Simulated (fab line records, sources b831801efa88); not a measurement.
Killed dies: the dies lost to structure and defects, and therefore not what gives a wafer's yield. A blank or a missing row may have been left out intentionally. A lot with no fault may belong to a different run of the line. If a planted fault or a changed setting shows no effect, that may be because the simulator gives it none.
A lot that was struck, set against a sound lot || flow sfq_line || 28 steps out of a route of 325
Sound: wafers L414.1, L414.5, L414.6. Struck: wafers L417.5, L417.6 (left out: L417.1, a lot-mate that was not struck); the cause follows at the end.
At each step with rows: each side's tool, then ch and its chambers, then its first start. Under that, the readings that differ: sound wafers || struck wafers || difference of the means || sigmas: that difference in standard deviations of wafers without a fault.
alike: a reading whose means differ by less than 2 such deviations, as well as words and numbers matching on both sides. not compared: withheld readings; readings where some wafer has no value; bounds like >300 that might hide an equal value; numbers whose values overlap and for which the record gives no deviation.
Wherever a step has rows on one side only, a row that says differs or no value, or a row with sigmas, the two part there. When numbers do not overlap yet have no deviation, they are printed without sigmas and do not part them. A reading that every wafer of one side lacks parts them only if that side has two wafers or more.

first, 6 steps without rows for these wafers: SFQ_TRILAYER_M0_LITHO_COAT_026 (resist thk 62 nm); SFQ_TRILAYER_M0_LITHO_COAT_021 (resist thk 600 nm); SFQ_TRILAYER_M0_LITHO_SOFTBAKE_025; SFQ_TRILAYER_M0_LITHO_EXPOSE_022 (exposes mask M0, target cd 500 nm); SFQ_TRILAYER_M0_LITHO_PEB_024 (peb time 60 s); SFQ_TRILAYER_M0_LITHO_DEVELOP_023 (time 60 s).
SFQ_M0_OVL_MEAS_906:
  sound: overlay-01 at day 13 04:42; struck: overlay-01 at day 13 22:42
  alike: M0_OVL
SFQ_TRILAYER_M0_BARC_OPEN_METAL_ETCH_031: etches BARC in O2, target depth 125 nm, time 41.7 s.
  sound on rie_metal-02 ch 0,1, day 13 04:44; struck on rie_metal-02 ch 0,1, day 13 22:44
  alike: chamber_pressure_mTorr, drypump_motor_current_A, oes_product_au
  not compared: rf_hours_counter_h
SFQ_TRILAYER_M0_ETCH_METAL_ETCH_024: etches Nb in Cl2/Ar, stops on SiO2, target depth 240 nm, time 120 s.
  sound on rie_metal-02 ch 0,1, day 13 04:47; struck on rie_metal-02 ch 0,1, day 13 22:47
  alike: chamber_pressure_mTorr, drypump_motor_current_A, oes_product_au
  not compared: rf_hours_counter_h
then, 3 steps without rows for these wafers: SFQ_TRILAYER_M0_STRIP_STRIP_025 (strips in O2); SFQ_TRILAYER_M0_STRIP_SOLV_CLEAN_026 (cleans in NMP, time 600 s); SFQ_TRILAYER_I0_DEP_PECVD_027 (deposits SiO2 from SiH4/N2O, time 111.11 s, target thk 500 nm).
SFQ_TRILAYER_I0_CMP_CMP_028: polishes SiO2.
  sound on cmp-01 ch 1,2,3, day 13 07:16; struck on cmp-02 ch 0,1, day 14 01:46
{"reading": "model.SiO2_of_TRILAYER_I0_DEP_PECVD_027.thk_nm (nm)", "sound": "201.2 199.1 200", "struck": "214.6 214.6", "difference": "+14.5", "sigmas": ""}
  alike: motor_current_A, platen_rpm, time_to_endpoint_s
SFQ_I0_BOW_MEAS_907:
  sound: film_metro-02 at day 13 08:46; struck: film_metro-02 at day 14 02:46
  alike: I0_BOW
SFQ_TRILAYER_I0_METRO_MEASURE_029:
  sound: film_metro-02 at day 13 08:53; struck: film_metro-02 at day 14 02:53
{"reading": "thk_nm (nm)", "sound": "201.2 199.0 199.9", "struck": "214.5 214.6", "difference": "+14.5", "sigmas": "+15"}
then, 6 steps without rows for these wafers: SFQ_TRILAYER_I0_VIA_LITHO_COAT_036 (resist thk 62 nm); SFQ_TRILAYER_I0_VIA_LITHO_COAT_031 (resist thk 650 nm); SFQ_TRILAYER_I0_VIA_LITHO_SOFTBAKE_035; SFQ_TRILAYER_I0_VIA_LITHO_EXPOSE_032 (exposes mask I0, target cd 500 nm); SFQ_TRILAYER_I0_VIA_LITHO_PEB_034 (peb time 60 s); SFQ_TRILAYER_I0_VIA_LITHO_DEVELOP_033 (time 60 s).
-- the record jumps here: 6 days lie between the struck wafers' starts before and after --
SFQ_I0_OVL_MEAS_908:
  sound: overlay-02 at day 19 08:34; struck: overlay-01 at day 20 04:25
  alike: I0_OVL
SFQ_TRILAYER_I0_VIA_BARC_OPEN_VIA_ETCH_046: etches BARC in O2, target depth 125 nm, time 41.7 s.
  sound on rie_diel-01 ch 0,1, day 19 08:36; struck on rie_diel-01 ch 2,3, day 20 04:28
  alike: chamber_pressure_mTorr, drypump_motor_current_A, oes_product_au
  not compared: rf_hours_counter_h
SFQ_TRILAYER_I0_VIA_ETCH_VIA_ETCH_034: etches SiO2 in CHF3, stops on Nb, target depth 260 nm.
  sound on rie_diel-01 ch 0,1, day 19 08:38; struck on rie_diel-01 ch 2,3, day 20 04:30
{"reading": "oes_product_au (a.u.)", "sound": "0.853 0.857 0.853", "struck": "0.892 0.891", "difference": "+0.037", "sigmas": "+8"}
{"reading": "model.I0.feature_depth_nm (nm)", "sound": "201.2 199.1 200", "struck": "214.6 214.6", "difference": "+14.5", "sigmas": ""}
{"reading": "model.etch.depth_nm (nm)", "sound": "201.2 199.1 200", "struck": "214.6 214.6", "difference": "+14.5", "sigmas": ""}
  alike: chamber_pressure_mTorr, drypump_motor_current_A
SFQ_TRILAYER_I0_VIA_STRIP_STRIP_035: strips in O2.
  sound on rie_metal-02 ch 0,1, day 19 08:45; struck on rie_metal-01 ch 0,1, day 20 04:37
  alike: chamber_pressure_mTorr, drypump_motor_current_A, oes_product_au
  not compared: rf_hours_counter_h
then, 1 step without rows for these wafers: SFQ_TRILAYER_I0_VIA_STRIP_SOLV_CLEAN_036 (cleans in NMP, time 600 s).
SFQ_TRILAYER_M1_DEP_PRE_CLEAN_038: time 22.5 s.
  sound: pvd_sputter-03 at day 19 09:32; struck: pvd_sputter-06 at day 20 05:23
{"reading": "model.SiO2_of_TRILAYER_I0_DEP_PECVD_027.thk_nm (nm)", "sound": "193.7 191.6 192.5", "struck": "207.1 207.1", "difference": "+14.5", "sigmas": ""}
  alike: bias_v
SFQ_TRILAYER_M1_DEP_SPUTTER_037: material Nb, target thk 200 nm, time 133.3 s.
  sound: pvd_sputter-03 at day 19 09:34; struck: pvd_sputter-06 at day 20 05:25
  alike: substrate_temp_c, throttle_valve_pct

## WHERE THEY PART
First at SFQ_TRILAYER_I0_METRO_MEASURE_029; last, within this record, at SFQ_TRILAYER_I0_VIA_ETCH_VIA_ETCH_034. Later steps at which nothing parts them and some readings are alike: SFQ_TRILAYER_I0_VIA_STRIP_STRIP_035, SFQ_TRILAYER_M1_DEP_PRE_CLEAN_038, SFQ_TRILAYER_M1_DEP_SPUTTER_037.

WHY: the cause the simulator had injected
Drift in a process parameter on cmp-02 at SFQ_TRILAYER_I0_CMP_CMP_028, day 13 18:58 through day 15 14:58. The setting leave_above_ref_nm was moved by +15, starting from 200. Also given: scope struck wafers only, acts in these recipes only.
